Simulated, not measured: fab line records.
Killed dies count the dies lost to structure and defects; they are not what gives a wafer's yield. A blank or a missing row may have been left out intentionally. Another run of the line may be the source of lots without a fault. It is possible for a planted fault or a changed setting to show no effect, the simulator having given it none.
Which tool did it? | flow sky130 | 18 wafers from 6 lots sampled at 2 of the route's 708 steps

WHAT THE GAUGES READ, wafer by wafer
SKY_VT_ADJUST_NCORE_OVL_MEAS_08.
lot  | measured     | on         | VT_ADJUST_NCORE_OVL (nm)
L870 | day 9 07:07  | overlay-01 | 1.6 0.2 0.5
L873 | day 10 03:49 | overlay-02 | -1.6 -0.7 -0.6
L878 | day 11 11:49 | overlay-02 | -1.4 -2.0 -0.5
L881 | day 12 09:58 | overlay-01 | -3.9 -3.6 -3.7
L887 | day 14 06:54 | overlay-02 | -0.6 -1.0 0.2
L889 | day 15 00:11 | overlay-02 | -2.5 -1.7 -2.3

TOOL THAT RAN EACH LOT (tool first, then ch and the chambers of the sampled wafers, then the start)
lot  | SKY_VT_ADJUST_LVTN_STRIP_20
L870 | plasma-asher-01 ch 0,1, day 8 09:09
L873 | plasma-asher-04 ch 0,1, day 9 04:59
L878 | plasma-asher-01 ch 0, day 10 13:25
L881 | plasma-asher-01 ch 0,1, day 11 08:58
L887 | plasma-asher-01 ch 0,1, day 13 05:24
L889 | plasma-asher-04 ch 0,1, day 13 21:10
- SKY_VT_ADJUST_LVTN_STRIP_20: strips in O2/N2.

THE ANSWER, worked out from the rows above alone
Rule: the lots themselves supply what counts as usual. Put in order of their means at a reading, lots are off if they are a third of the lots or fewer, leave a main group of 4 or more, and stand apart from it by a gap of 3 or more times the standard deviation of the main group's means; of several such gaps the widest counts. A main group is skipped when, at the precision printed for the reading in the tables above, its means are all equal. A lot without any number at a reading at which 4 lots or more have one is off too. Where the step has rows for the other lots, those lots are counted as sound.
Nothing can be told from this: no lot is off at any reading shown.

WHAT WAS PUT IN BY THE SIMULATOR
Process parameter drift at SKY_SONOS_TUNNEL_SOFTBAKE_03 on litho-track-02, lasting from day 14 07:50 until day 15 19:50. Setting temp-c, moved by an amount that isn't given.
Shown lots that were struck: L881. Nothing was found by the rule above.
